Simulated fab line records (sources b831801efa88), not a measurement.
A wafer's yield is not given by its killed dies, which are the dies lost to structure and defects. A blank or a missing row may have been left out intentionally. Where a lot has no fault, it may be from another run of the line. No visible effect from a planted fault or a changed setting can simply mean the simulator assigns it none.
The tool behind it: which one?	flow sky130	13 lots, 39 wafers sampled, at 4 steps of a route of 708

## WHAT THE GAUGES SHOWED, per wafer
SKY_POLY_GATE_CD_MEAS_22.
lot	measured	on	cd_nm (nm)
L544	day 16 02:56	cd_sem-01	144.5 143.5 150.3
L545	day 16 06:23	cd_sem-02	147.6 148.4 149.2
L546	day 17 00:59	cd_sem-02	150.8 148.6 152.7
L548	day 17 19:24	cd_sem-02	147.0 148.0 147.9
L554	day 21 04:11	cd_sem-01	148.9 149.6 151.9
L556	day 21 21:09	cd_sem-02	150.2 148.7 148.3
L558	day 22 04:35	cd_sem-02	152.7 146.2 150.3
L564	day 23 19:54	cd_sem-01	153.8 152.8 155.4
L565	day 24 03:13	cd_sem-02	148.8 145.2 149.7
L566	day 24 06:00	cd_sem-02	147.6 151.0 152.7
L567	day 24 19:51	cd_sem-02	152.0 149.8 149.2

## TOOL THAT RAN EACH LOT (tool first, then ch and the chambers of the sampled wafers, then the start)
lot	SKY_POLY_GATE_CVD_03	SKY_POLY_GATE_ETCH_15	SKY_POLY_GATE_ETCH_17
L544	lpcvd-02 ch 1, day 14 18:57	rie_diel-02 ch 1,3, day 16 00:08	rie_si-01 ch 0,3, day 16 00:25
L545	lpcvd-02 ch 0, day 14 23:18	rie_diel-04 ch 0,1, day 16 04:38	rie_si-01 ch 0,1,3, day 16 04:49
L546	lpcvd-02 ch 0, day 15 14:36	rie_diel-04 ch 0,2,3, day 16 20:41	rie_si-01 ch 0,1,3, day 16 20:52
L548	lpcvd-02 ch 1, day 16 10:43	rie_diel-04 ch 0,2,3, day 17 17:24	rie_si-01 ch 0,1,3, day 17 17:35
L554	lpcvd-02 ch 0, day 19 19:10	rie_diel-03 ch 1,2,3, day 21 02:26	rie_si-01 ch 1,2, day 21 02:37
L556	lpcvd-02 ch 0, day 20 11:47	rie_diel-03 ch 1,3, day 21 19:27	rie_si-01 ch 0,2,3, day 21 19:38
L558	lpcvd-02 ch 1, day 20 18:20	rie_diel-03 ch 0,1,3, day 22 02:48	rie_si-02 ch 0,2,3, day 22 02:59
L560	lpcvd-02 ch 0, day 20 22:46	-	-
L559	lpcvd-02 ch 0, day 21 00:08	-	-
L564	lpcvd-02 ch 1, day 22 10:22	rie_diel-02 ch 2,3, day 23 18:12	rie_si-02 ch 0,1,3, day 23 18:23
L565	lpcvd-02 ch 0, day 22 18:11	rie_diel-03 ch 0,1,2, day 24 01:31	rie_si-01 ch 0,2,3, day 24 01:42
L566	lpcvd-02 ch 0, day 22 21:07	rie_diel-02 ch 0,1,2, day 24 04:18	rie_si-02 ch 0,1,2, day 24 04:29
L567	lpcvd-02 ch 0, day 23 10:19	rie_diel-04 ch 1,3, day 24 18:09	rie_si-01 ch 0,1,2, day 24 18:20
- SKY_POLY_GATE_CVD_03: deposits Si3N4 from DCS/NH3, target thk 75 nm, time 1290 s.
- SKY_POLY_GATE_ETCH_15: etches BARC in N2/H2, stops on SiO2, time 118.5 s, target depth 110 nm.
- SKY_POLY_GATE_ETCH_17: etches poly-Si in HBr/Cl2, stops on SiO2, target depth 180 nm, time 70.5 s.

## WHAT THE TOOLS THEMSELVES READ (means of the sampled wafers that have a number; where no wafer has one, the mark that the record gives instead)
SKY_POLY_GATE_CVD_03.
lot	tool	pressure_mtorr (mTorr)	spike_tc_bottom_C (C)
L544	lpcvd-02	249.9	790.1
L545	lpcvd-02	249.2	790.8
L546	lpcvd-02	248.7	791.5
L548	lpcvd-02	250.2	789.3
L554	lpcvd-02	249.4	789.5
L556	lpcvd-02	250.3	792.0
L558	lpcvd-02	250.0	790.2
L560	lpcvd-02	-	-
L559	lpcvd-02	-	-
L564	lpcvd-02	249.6	789.0
L565	lpcvd-02	250.3	791.0
L566	lpcvd-02	249.8	791.1
L567	lpcvd-02	249.5	790.5

SKY_POLY_GATE_ETCH_15.
lot	tool	drypump_motor_current_A (A)	oes_product_au (a.u.)	throttle_valve_pct (%)
L544	rie_diel-02	5.3	0.716	13.207
L545	rie_diel-04	5.1	0.715	13.218
L546	rie_diel-04	5.7	0.715	13.214
L548	rie_diel-04	5.7	0.716	13.209
L554	rie_diel-03	6.0	0.717	13.211
L556	rie_diel-03	6.1	0.719	13.212
L558	rie_diel-03	5.9	0.717	13.211
L564	rie_diel-02	5.3	0.716	13.209
L565	rie_diel-03	5.8	0.715	13.214
L566	rie_diel-02	5.7	0.715	13.207
L567	rie_diel-04	5.4	0.719	13.221

SKY_POLY_GATE_ETCH_17.
lot	tool	drypump_motor_current_A (A)	he_backside_leak_sccm (sccm)	mfc_cl2_sccm (sccm)	oes_product_au (a.u.)	throttle_valve_pct (%)
L544	rie_si-01	5.3	2.35	49.96	0.980	33.687
L545	rie_si-01	5.7	2.41	50.06	0.978	33.688
L546	rie_si-01	5.7	2.51	49.95	0.985	33.692
L548	rie_si-01	5.7	2.42	49.86	0.983	33.685
L554	rie_si-01	5.8	2.69	49.92	0.986	33.685
L556	rie_si-01	5.6	2.55	49.94	0.986	33.684
L558	rie_si-02	5.8	2.83	50.08	0.982	33.685
L564	rie_si-02	6.2	2.64	49.99	0.981	33.683
L565	rie_si-01	5.6	2.52	50.00	0.989	33.687
L566	rie_si-02	6.0	2.64	49.75	0.991	33.683
L567	rie_si-01	6.0	2.46	49.98	0.983	33.689

## THE ANSWER, worked out from the rows above alone
Rule: usual is defined by the lots themselves. Put in order of their means at a reading, lots are off if they are a third of the lots or fewer, leave a main group of 4 or more, and stand apart from it by a gap of 3 or more times the standard deviation of the main group's means; of several such gaps the widest counts. The tables above print the reading to a certain number of digits; a main group whose means all agree to those digits is not used. Also off: a lot with no number at a reading for which 4 or more lots have one. Any other lot the step has rows for is counted as sound. After the gauges, taken in route order, come the tools' own readings; for these a lot's mean is taken, as printed above. At the first step where some lot is off, the reading lying furthest off is the one used; lots without a number count as furthest.
Off: L560, L559 (SKY_POLY_GATE_CVD_03, pressure_mtorr). Without a number there: L560, L559. For the main group the mean is 249.7 mTorr and the standard deviation 0.48.
If a tool, at that step or one of the process steps before it, ran each lot that is off and ran no sound lot following the first of them, it fits. Not one of the candidates tried fits.

## WHAT THE SIMULATOR HAD INSERTED
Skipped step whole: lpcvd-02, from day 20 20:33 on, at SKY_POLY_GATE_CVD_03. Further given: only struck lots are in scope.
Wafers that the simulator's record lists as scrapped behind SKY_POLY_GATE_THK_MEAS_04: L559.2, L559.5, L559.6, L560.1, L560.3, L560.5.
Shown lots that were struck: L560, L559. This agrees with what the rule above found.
